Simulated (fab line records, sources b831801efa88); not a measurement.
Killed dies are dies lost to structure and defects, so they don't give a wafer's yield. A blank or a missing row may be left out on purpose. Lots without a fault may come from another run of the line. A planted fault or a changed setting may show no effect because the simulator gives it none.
One fault seen from 2 desks | flow gf180mcu | each desk has only its own numbers; what lay behind them comes last

THE TOOL OWNER'S DESK: litho_track-04
The tool's own readings at GF_STI_SOFTBAKE_08 (time 60 s): means of the sampled wafers that have a number, for each lot that ran on this tool. A lot is out of limits, marked OUT, if its mean lies more than 4 standard deviations from the usual mean; the brackets give that distance.
Columns: A = heater_power_total_W at GF_STI_SOFTBAKE_08, usual 93.06 W; B = plate_temp_C at GF_STI_SOFTBAKE_08, usual 129.98 C
lot  | first seen here | A               | B
L660 | day 2 01:08     | 93.02           | 129.94
L661 | day 2 05:30     | 93.09           | 129.99
L664 | day 2 20:26     | 93.02           | 129.92
L665 | day 3 02:33     | 93.03           | 129.96
L667 | day 3 12:47     | 93.02           | 129.83
L671 | day 4 09:38     | 93.08           | 130.04
L677 | day 5 15:08     | 96.10 (+53) OUT | 133.25 (+25) OUT
L678 | day 5 19:15     | 96.21 (+55) OUT | 133.25 (+25) OUT
This desk's finding: out of limits on L677, L678; first on L677, day 5 15:08 (heater_power_total_W at GF_STI_SOFTBAKE_08). In limits: L660, L661, L664, L665, L667, L671.

THE METROLOGY DESK
What the gauges read, lot by lot, whatever tool the lot ran on: means of the sampled wafers that have a number. A lot is out of limits, marked OUT, if its mean lies more than 4 standard deviations from the usual mean; the brackets give that distance.
Columns: A = cd_nm at GF_STI_CD_MEAS_12, usual 220.1 nm; B = M3_ALCU_RS at GF_M3_RS_MEAS_05, usual 0.0697 ohm/sq; C = M3_ALCU_THK at GF_M3_THK_MEAS_06, usual 448 nm
lot  | first seen here | A                | B      | C
L659 | day 2 00:30     | 221.5            | 0.0703 | 442
L660 | day 2 06:45     | 219.5            | 0.0690 | 449
L661 | day 2 10:48     | 218.9            | 0.0685 | 458
L663 | day 2 23:34     | 220.9            | 0.0703 | 445
L664 | day 3 03:02     | 219.3            | 0.0691 | 451
L665 | day 3 08:45     | 220.7            | 0.0678 | 461
L666 | day 3 13:40     | 218.7            | 0.0709 | 442
L667 | day 3 19:54     | 219.1            | 0.0702 | 445
L668 | day 4 03:17     | 219.6            | 0.0689 | 452
L669 | day 4 05:12     | 220.2            | 0.0696 | 448
L671 | day 4 16:27     | 221.5            | 0.0716 | 435
L677 | day 5 22:07     | 210.2 (-8.3) OUT | 0.0699 | 447
L678 | day 6 01:55     | 210.6 (-7.9) OUT | 0.0702 | 444
L682 | day 7 00:00     | 222.5            | 0.0711 | 442
This desk's finding: out of limits on L677, L678; first on L677, day 5 22:07 (cd_nm at GF_STI_CD_MEAS_12). In limits: L659, L660, L661, L663, L664, L665, L666, L667, L668, L669, L671, L682.

PUT TOGETHER
The tool owner's desk could have raised an alarm at day 5 15:08, on L677, L678.
The metrology desk could have raised an alarm at day 5 22:07, on L677, L678.
Of the lots named, all ran GF_STI_SOFTBAKE_08 on litho_track-04.

WHAT THE SIMULATOR HAD PUT IN
Process parameter drift: litho_track-04, from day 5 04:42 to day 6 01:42, at GF_STI_SOFTBAKE_08. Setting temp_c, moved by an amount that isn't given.
Lots struck among those shown: L677, L678.
Hours from the fault's start to each desk's first reading out of limits: the tool owner's desk, 10; the metrology desk, 17.
